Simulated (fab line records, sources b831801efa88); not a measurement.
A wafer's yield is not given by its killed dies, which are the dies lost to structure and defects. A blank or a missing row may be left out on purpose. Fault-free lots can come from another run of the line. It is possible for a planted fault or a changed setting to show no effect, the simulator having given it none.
fab line records -- flow gf180mcu
[record] lots = 5, wafers = 15, last_day = 34
route steps=602 shown VT_IMPLANT@132 MVSD@136 NWELL@137 LVPWELL@138 MVPSD@139 DUAL_GATE@141
lots that met no fault: from a run of the same line without faults
start_h: hours from the record's first day to the start of the lot's first wafer shown -- wait_h: hours from the lot's prior step to this one -- " identical to the entry in the row above -- L1.1+2: a row that stands for several wafers -- - no value, or no start was given -- * or withheld: withheld -- < > ~ a bound
route shown NAME@n: names a module that has steps shown in the file, with the first one's number in the route -- usual: mean and standard deviation over wafers with no fault -- same: alike in all rows -- chamber/n: place in a boat -- sites: the reading at each site -- _std_site: how widely they spread, as a standard deviation -- _edge_site: outer sites' mean less inner sites' -- radius_mm: for every site, how far away it sits from the centre of the wafer -- mask NAME#n: copy n -- behind: the tool/chamber that last shaped the wafer -- hold: why the lot was held/for how many hours/how that ended -- device: the n, p or np transistor that did not switch -- end of line: the tests these same wafers got at the end of their route -- a step without rows: its recipe alone -- killed: dies lost to structure and defects at the first sort, not the wafer's yield -- map: the dies of a wafer, with x for killed, . for not killed, _ for no die there
set.NAME: the setting the step ran with; set.NAME@STEP: the setting that earlier step ran with -- model.NAME: the simulator's own value behind a step, which no gauge read
certain route steps with their lots: each step a table, each wafer a row
services: the hour from which a tool's chamber was out of use, counted from the record's first day as start_h (under 0 if before that day), plus the number of hours and why
[[steps]]
[step GF_VT_IMPLANT_STRIP_42]
[recipe] chemistry = O2/N2, power_w = 1400, pressure_mtorr = 1500, platen_temp_c = 250, o2_flow_sccm = 3000, n2_flow_sccm = 300, overash_fraction = 0.5
[usual] drypump_motor_current_A = 5.6/0.46, heater_power_w = 328/29, oes_product_au = 0.716/0.0047, strip_time_to_endpoint_s = 12.64/0.035
lot.wafer,tool,chamber,start_h,wait_h,drypump_motor_current_A,heater_power_w,oes_product_au,rf_hours_counter_h,strip_time_to_endpoint_s
L074.1,plasma_asher-03,0,154.78,0.1,6.4,315,0.714,36,12.71
L074.3,plasma_asher-03,1,154.78,0.1,5.2,282,0.709,-,12.67
L074.5,plasma_asher-03,1,154.78,0.1,5.2,288,0.711,-,12.68
L077.1,plasma_asher-03,1,176.99,0.1,5.2,289,0.718,39,12.68
L077.4,plasma_asher-03,1,176.99,0.1,5.2,287,0.720,-,12.69
L077.5,plasma_asher-03,1,176.99,0.1,5.2,279,0.715,-,12.66
L090.1,plasma_asher-04,1,263.10,0.1,5.4,372,0.704,61,12.67
L090.3,plasma_asher-04,0,263.10,0.1,5.1,318,0.721,-,12.68
L090.6,plasma_asher-04,0,263.10,0.1,5.2,321,0.717,-,12.72
L095.2,plasma_asher-03,0,297.28,0.1,6.4,324,0.716,52,12.62
L095.4,plasma_asher-03,1,297.28,0.1,5.2,285,0.719,-,12.63
L095.5,plasma_asher-03,1,297.28,0.1,5.2,290,0.719,-,12.62
L097.3,plasma_asher-04,1,315.18,0.1,5.4,372,0.730,-,12.60
L097.5,plasma_asher-04,1,315.18,0.1,5.4,383,0.715,-,12.58
L097.6,plasma_asher-04,0,315.18,0.1,5.2,313,0.723,-,12.58
[step GF_VT_IMPLANT_TW_MEAS_43]
[usual] VT_IMPLANT_4_TW = 690/5.5
lot.wafer,tool,chamber,start_h,wait_h,VT_IMPLANT_4_TW
L074.1,film_metro-03,-,154.88,0.1,687
L074.3,film_metro-03,-,154.88,0.1,682
L074.5,film_metro-03,-,154.88,0.1,683
L077.1,film_metro-04,-,177.09,0.1,694
L077.4,film_metro-04,-,177.09,0.1,691
L077.5,film_metro-04,-,177.09,0.1,690
L090.1,film_metro-03,-,263.20,0.1,684
L090.3,film_metro-03,-,263.20,0.1,690
L090.6,film_metro-03,-,263.20,0.1,688
L095.2,film_metro-03,-,297.39,0.1,687
L095.4,film_metro-03,-,297.39,0.1,683
L095.5,film_metro-03,-,297.39,0.1,684
L097.3,film_metro-03,-,315.26,0.1,685
L097.5,film_metro-03,-,315.26,0.1,681
L097.6,film_metro-03,-,315.26,0.1,685
[step GF_VT_IMPLANT_CLEAN_44]
[recipe] chemistry = SC1/SC2, mix = 1:4:20, temp_c = 70, time_s = 150, dry = n2_spin
lot.wafer,tool,chamber,start_h,wait_h
L074.1+3+5,wet_bench-03,2,154.94,0.1
L077.1+4+5,wet_bench-03,0,177.15,0.1
L090.1+3+6,wet_bench-01,0,263.26,0.1
L095.2+4+5,wet_bench-01,1,297.44,0.0
L097.3+5+6,wet_bench-02,0,315.30,0.0
[step GF_VT_IMPLANT_RTA_45]
[recipe] temp_c = 1050, time_s = 30, ambient = N2
[usual] lamp_power_pct = 32.59/0.042, wafer_temp_C_max = 1056.3/2.3
lot.wafer,tool,chamber,start_h,wait_h,lamp_power_pct,wafer_temp_C_max
L074.1,rtp_anneal-02,0,154.99,0.0,32.60,1056.9
L074.3,rtp_anneal-02,0,154.99,0.0,32.60,1055.1
L074.5,rtp_anneal-02,0,154.99,0.0,32.60,1057.6
L077.1,rtp_anneal-01,0,177.21,0.0,32.57,1055.2
L077.4,rtp_anneal-01,0,177.21,0.0,32.65,1053.3
L077.5,rtp_anneal-01,0,177.21,0.0,32.58,1055.2
L090.1,rtp_anneal-01,0,263.31,0.0,32.54,1054.6
L090.3,rtp_anneal-01,0,263.31,0.0,32.58,1054.4
L090.6,rtp_anneal-01,0,263.31,0.0,32.56,1054.6
L095.2,rtp_anneal-02,0,297.50,0.0,32.65,1059.0
L095.4,rtp_anneal-02,0,297.50,0.0,32.63,1057.5
L095.5,rtp_anneal-02,0,297.50,0.0,32.60,1058.2
L097.3,rtp_anneal-02,0,315.39,0.0,32.58,1059.1
L097.5,rtp_anneal-02,0,315.39,0.0,32.63,1059.6
L097.6,rtp_anneal-02,0,315.39,0.0,32.64,1061.3
[step GF_VT_IMPLANT_RS_MEAS_46]
[recipe] thk_meas_gauge = four-point-probe
[usual] MVSD_RS = 456.6/1.2
lot.wafer,tool,chamber,start_h,wait_h,MVSD_RS[ohm/sq]
L074.1,film_metro-04,-,155.09,0.1,456.3
L074.3,film_metro-04,-,155.09,0.1,456.0
L074.5,film_metro-04,-,155.09,0.1,455.3
L077.1,film_metro-03,-,177.31,0.1,457.6
L077.4,film_metro-03,-,177.31,0.1,456.6
L077.5,film_metro-03,-,177.31,0.1,458.3
L090.1,film_metro-03,-,263.41,0.1,456.1
L090.3,film_metro-03,-,263.41,0.1,455.9
L090.6,film_metro-03,-,263.41,0.1,455.6
L095.2,film_metro-04,-,297.61,0.1,459.3
L095.4,film_metro-04,-,297.61,0.1,458.8
L095.5,film_metro-04,-,297.61,0.1,458.5
L097.3,film_metro-03,-,315.49,0.1,457.6
L097.5,film_metro-03,-,315.49,0.1,454.9
L097.6,film_metro-03,-,315.49,0.1,457.1
[step GF_VT_IMPLANT_RS_MEAS_47]
[recipe] thk_meas_gauge = four-point-probe
[usual] NWELL_RS = 487.7/1.2
lot.wafer,tool,chamber,start_h,wait_h,NWELL_RS[ohm/sq]
L074.1,film_metro-04,-,155.21,0.1,489.7
L074.3,film_metro-04,-,155.21,0.1,489.1
L074.5,film_metro-04,-,155.21,0.1,489.1
L077.1,film_metro-03,-,177.43,0.1,488.0
L077.4,film_metro-03,-,177.43,0.1,486.8
L077.5,film_metro-03,-,177.43,0.1,485.5
L090.1,film_metro-03,-,263.53,0.1,487.9
L090.3,film_metro-03,-,263.53,0.1,486.4
L090.6,film_metro-03,-,263.53,0.1,487.5
L095.2,film_metro-04,-,297.73,0.1,487.0
L095.4,film_metro-04,-,297.73,0.1,489.4
L095.5,film_metro-04,-,297.73,0.1,487.1
L097.3,film_metro-03,-,315.61,0.1,488.0
L097.5,film_metro-03,-,315.61,0.1,487.1
L097.6,film_metro-03,-,315.61,0.1,487.8
[step GF_VT_IMPLANT_RS_MEAS_48]
[recipe] thk_meas_gauge = four-point-probe
[usual] LVPWELL_RS = 1196.1/2.8
lot.wafer,tool,chamber,start_h,wait_h,LVPWELL_RS[ohm/sq]
L074.1,film_metro-04,-,155.33,0.1,1195.3
L074.3,film_metro-04,-,155.33,0.1,1196.0
L074.5,film_metro-04,-,155.33,0.1,1195.8
L077.1,film_metro-03,-,177.55,0.1,1196.4
L077.4,film_metro-03,-,177.55,0.1,1198.9
L077.5,film_metro-03,-,177.55,0.1,1194.4
L090.1,film_metro-03,-,263.65,0.1,1199.7
L090.3,film_metro-03,-,263.65,0.1,1197.7
L090.6,film_metro-03,-,263.65,0.1,1194.0
L095.2,film_metro-04,-,297.85,0.1,1195.5
L095.4,film_metro-04,-,297.85,0.1,1196.7
L095.5,film_metro-04,-,297.85,0.1,1194.2
L097.3,film_metro-03,-,315.73,0.1,1194.6
L097.5,film_metro-03,-,315.73,0.1,1193.1
L097.6,film_metro-03,-,315.73,0.1,1193.1
[step GF_VT_IMPLANT_RS_MEAS_49]
[recipe] thk_meas_gauge = four-point-probe
[usual] MVPSD_RS = 1167.6/2.6
lot.wafer,tool,chamber,start_h,wait_h,MVPSD_RS[ohm/sq]
L074.1,film_metro-04,-,155.45,0.1,1168.5
L074.3,film_metro-04,-,155.45,0.1,1167.8
L074.5,film_metro-04,-,155.45,0.1,1167.5
L077.1,film_metro-03,-,177.67,0.1,1171.7
L077.4,film_metro-03,-,177.67,0.1,1172.7
L077.5,film_metro-03,-,177.67,0.1,1172.4
L090.1,film_metro-03,-,263.77,0.1,1165.2
L090.3,film_metro-03,-,263.77,0.1,1168.8
L090.6,film_metro-03,-,263.77,0.1,1168.4
L095.2,film_metro-04,-,297.97,0.1,1168.5
L095.4,film_metro-04,-,297.97,0.1,1168.2
L095.5,film_metro-04,-,297.97,0.1,1169.0
L097.3,film_metro-03,-,315.85,0.1,1167.2
L097.5,film_metro-03,-,315.85,0.1,1169.6
L097.6,film_metro-03,-,315.85,0.1,1162.9
[step GF_VT_IMPLANT_WET_ETCH_50]
[recipe] chemistry = dHF, target_depth_nm = 20, target = SiO2, temp_c = 25, dilution = 100:1, time_s = 400
lot.wafer,tool,chamber,start_h,wait_h
L074.1+3+5,wet_bench-03,0,155.57,0.1
L077.1+4+5,wet_bench-02,0,177.79,0.1
L090.1+3+6,wet_bench-02,2,263.91,0.1
L095.2+4+5,wet_bench-02,3,298.07,0.1
L097.3+5+6,wet_bench-03,1,315.93,0.1
[step GF_DUAL_GATE_CLEAN_00]
[recipe] chemistry = SC1/SC2, mix = 1:4:20, temp_c = 70, time_s = 150
lot.wafer,tool,chamber,start_h,wait_h
L074.1+3+5,wet_bench-01,0,155.69,0.0
L077.1+4+5,wet_bench-01,3,177.91,0.0
L090.1+3+6,wet_bench-03,1,264.03,0.0
L095.2+4+5,wet_bench-03,2,298.20,0.0
L097.3+5+6,wet_bench-03,2,316.07,0.0
[step GF_DUAL_GATE_CLEAN_01]
[recipe] chemistry = dHF, time_s = 20, dilution = 100:1, dry = ipa_marangoni
lot.wafer,tool,chamber,start_h,wait_h
L074.1+3+5,wet_bench-02,0,155.74,0.0
L077.1+4+5,wet_bench-03,0,177.96,0.0
L090.1+3+6,wet_bench-02,3,264.08,0.0
L095.2+4+5,wet_bench-01,0,298.25,0.0
L097.3+5+6,wet_bench-02,0,316.12,0.0
[step GF_DUAL_GATE_OXIDATION_02]
[recipe] temp_c = 900, ambient = O2, stabilise_s = 600, purge_s = 300, target_thk_a = 108.87, ox_time_s = 1602
lot.wafer,tool,chamber,start_h,wait_h
L074.1+3+5,furnace-01,0,156.51,0.8
L077.1+4+5,furnace-01,0,179.11,1.1
L090.1+3+6,furnace-02,0,264.11,0.0
L095.2+4+5,furnace-01,0,298.26,0.0
L097.3+5+6,furnace-01,0,316.13,0.0
[step GF_DUAL_GATE_THK_MEAS_03]
[recipe] reads = SiO2_of_DUAL_GATE_OXIDATION_02
[usual] DUAL_GATE_OXIDATION_00_THK = 11.03/0.22
lot.wafer,tool,chamber,start_h,wait_h,DUAL_GATE_OXIDATION_00_THK[nm]
L074.1,film_metro-01,-,157.96,0.0,10.93
L074.3,film_metro-01,-,157.96,0.0,10.71
L074.5,film_metro-01,-,157.96,0.0,10.95
L077.1,film_metro-02,-,180.56,0.0,10.85
L077.4,film_metro-02,-,180.56,0.0,10.83
L077.5,film_metro-02,-,180.56,0.0,10.94
L090.1,film_metro-03,-,265.56,0.0,11.31
L090.3,film_metro-03,-,265.56,0.0,11.27
L090.6,film_metro-03,-,265.56,0.0,11.42
L095.2,film_metro-01,-,299.71,0.0,10.92
L095.4,film_metro-01,-,299.71,0.0,10.72
L095.5,film_metro-01,-,299.71,0.0,10.99
L097.3,film_metro-02,-,317.60,0.0,10.96
L097.5,film_metro-02,-,317.60,0.0,10.84
L097.6,film_metro-02,-,317.60,0.0,10.82
[step GF_DUAL_GATE_DEHYDRATE_04]
[recipe] temp_c = 200, time_s = 60
[usual] plate_temp_C = 200.03/0.17
lot.wafer,tool,chamber,start_h,wait_h,plate_temp_C
L074.1,litho_track-02,0,165.16,7.2,199.80
L074.3,litho_track-02,0,165.16,7.2,199.92
L074.5,litho_track-02,0,165.16,7.2,199.95
L077.1,litho_track-02,0,188.46,7.9,200.08
L077.4,litho_track-02,0,188.46,7.9,200.01
L077.5,litho_track-02,0,188.46,7.9,200.14
L090.1,litho_track-02,0,274.96,9.4,199.93
L090.3,litho_track-02,0,274.96,9.4,200.14
L090.6,litho_track-02,0,274.96,9.4,199.78
L095.2,litho_track-02,0,309.83,10.1,200.12
L095.4,litho_track-02,0,309.83,10.1,200.19
L095.5,litho_track-02,0,309.83,10.1,200.44
L097.3,litho_track-02,0,328.41,10.8,199.97
L097.5,litho_track-02,0,328.41,10.8,200.02
L097.6,litho_track-02,0,328.41,10.8,199.96
[step GF_DUAL_GATE_HMDS_05]
[recipe] prime_time_s = 60, prime_temp_c = 120
lot.wafer,tool,chamber,start_h,wait_h
L074.1+3+5,litho_track-02,0,165.31,0.1
L077.1+4+5,litho_track-02,0,188.61,0.1
L090.1+3+6,litho_track-02,0,275.11,0.1
L095.2+4+5,litho_track-02,0,309.98,0.1
L097.3+5+6,litho_track-02,0,328.56,0.1
[step GF_DUAL_GATE_COAT_06]
[recipe] resist = NOVOLAK, spin_rpm = 3000, resist_thk_nm = 1000
lot.wafer,tool,chamber,start_h,wait_h
L074.1+3+5,litho_track-02,0,165.46,0.1
L077.1+4+5,litho_track-02,0,188.76,0.1
L090.1+3+6,litho_track-02,0,275.26,0.1
L095.2+4+5,litho_track-02,0,310.13,0.1
L097.3+5+6,litho_track-02,0,328.71,0.1
[step GF_DUAL_GATE_SOFTBAKE_07]
[recipe] temp_c = 90, time_s = 60, resist = NOVOLAK
[usual] plate_temp_C = 89.98/0.14
lot.wafer,tool,chamber,start_h,wait_h,plate_temp_C
L074.1,litho_track-02,0,165.61,0.1,89.87
L074.3,litho_track-02,0,165.61,0.1,89.78
L074.5,litho_track-02,0,165.61,0.1,89.75
L077.1,litho_track-02,0,188.91,0.1,90.03
L077.4,litho_track-02,0,188.91,0.1,90.02
L077.5,litho_track-02,0,188.91,0.1,89.78
L090.1,litho_track-02,0,275.41,0.1,89.94
L090.3,litho_track-02,0,275.41,0.1,89.81
L090.6,litho_track-02,0,275.41,0.1,90.21
L095.2,litho_track-02,0,310.28,0.1,90.05
L095.4,litho_track-02,0,310.28,0.1,90.20
L095.5,litho_track-02,0,310.28,0.1,90.16
L097.3,litho_track-02,0,328.86,0.1,90.12
L097.5,litho_track-02,0,328.86,0.1,89.92
L097.6,litho_track-02,0,328.86,0.1,89.97
[step GF_DUAL_GATE_EXPOSE_08]
[recipe] mask_id = Dualgate, target_cd_nm = 700, na = 0.6, source_shape = conventional, sigma_outer = 0.6, dose_mj = 140
lot.wafer,tool,chamber,start_h,wait_h,mask
L074.1+3+5,iline_stepper-02,0,-,-,Dualgate#0
L077.1+4+5,iline_stepper-01,0,-,-,Dualgate#0
L090.1+3+6,iline_stepper-01,0,-,-,Dualgate#0
L095.2+4+5,iline_stepper-01,0,-,-,Dualgate#0
L097.3+5+6,iline_stepper-01,0,-,-,Dualgate#0
[step GF_DUAL_GATE_PEB_09]
[recipe] temp_c = withheld, time_s = *, resist = NOVOLAK
lot.wafer,tool,chamber,start_h,wait_h
L074.1+3+5,litho_track-02,0,-,-
L077.1+4+5,litho_track-03,0,-,-
L090.1+3+6,litho_track-01,0,-,-
L095.2+4+5,litho_track-03,0,-,-
L097.3+5+6,litho_track-03,0,-,-
[step GF_DUAL_GATE_DEVELOP_10]
[recipe] develop_time_s = 60, dev_temp_c = 23
lot.wafer,tool,chamber,start_h,wait_h
L074.1+3+5,litho_track-02,0,173.96,0.1
L077.1+4+5,litho_track-03,0,197.35,0.1
L090.1+3+6,litho_track-01,0,284.86,0.1
L095.2+4+5,litho_track-03,0,319.98,0.1
L097.3+5+6,litho_track-03,0,339.45,0.1
[step GF_DUAL_GATE_OVL_MEAS_11]
[usual] DUAL_GATE_OVL = 0.8/1.2
lot.wafer,tool,chamber,start_h,wait_h,DUAL_GATE_OVL[nm]
L074.1,overlay-01,-,174.11,0.1,2.2
L074.3,overlay-01,-,174.11,0.1,2.4
L074.5,overlay-01,-,174.11,0.1,4.1
L077.1,overlay-01,-,197.50,0.1,2.1
L077.4,overlay-01,-,197.50,0.1,3.1
L077.5,overlay-01,-,197.50,0.1,2.6
L090.1,overlay-02,-,285.01,0.1,0.9
L090.3,overlay-02,-,285.01,0.1,0.8
L090.6,overlay-02,-,285.01,0.1,2.3
L095.2,overlay-02,-,320.11,0.1,1.8
L095.4,overlay-02,-,320.11,0.1,0.1
L095.5,overlay-02,-,320.11,0.1,0.4
L097.3,overlay-01,-,339.56,0.1,1.1
L097.5,overlay-01,-,339.56,0.1,2.8
L097.6,overlay-01,-,339.56,0.1,0.4
[[services]]
tool,chamber,start_h,hours,kind
iline_stepper-01,-,138.75,6.2,repair
iline_stepper-01,0,140.91,-,calibration
furnace-01,-,141.80,3.4,pm
rtp_anneal-02,-,150.57,3.9,pm
litho_track-02,-,159.14,-,consumable_replace:filter
wet_bench-03,-,165.64,1.9,pm
furnace-02,-,173.68,3.0,pm
rtp_anneal-02,-,186.18,1.2,pm
iline_stepper-02,-,186.97,2.4,repair
wet_bench-02,-,199.22,3.9,repair
iline_stepper-01,-,200.45,4.7,repair
iline_stepper-01,-,216.86,4.4,pm
furnace-02,-,219.22,4.3,pm
iline_stepper-02,-,232.60,1.7,pm
wet_bench-01,-,251.01,1.4,repair
iline_stepper-02,0,257.10,-,calibration
rtp_anneal-02,-,266.14,9.7,pm
iline_stepper-01,-,280.17,1.7,pm
furnace-01,-,308.44,3.0,pm
furnace-01,-,311.44,2.7,pm
plasma_asher-04,-,317.38,1.7,repair
litho_track-02,-,323.04,-,consumable_replace:filter
furnace-02,-,326.89,1.1,repair
[[key]]
fault none
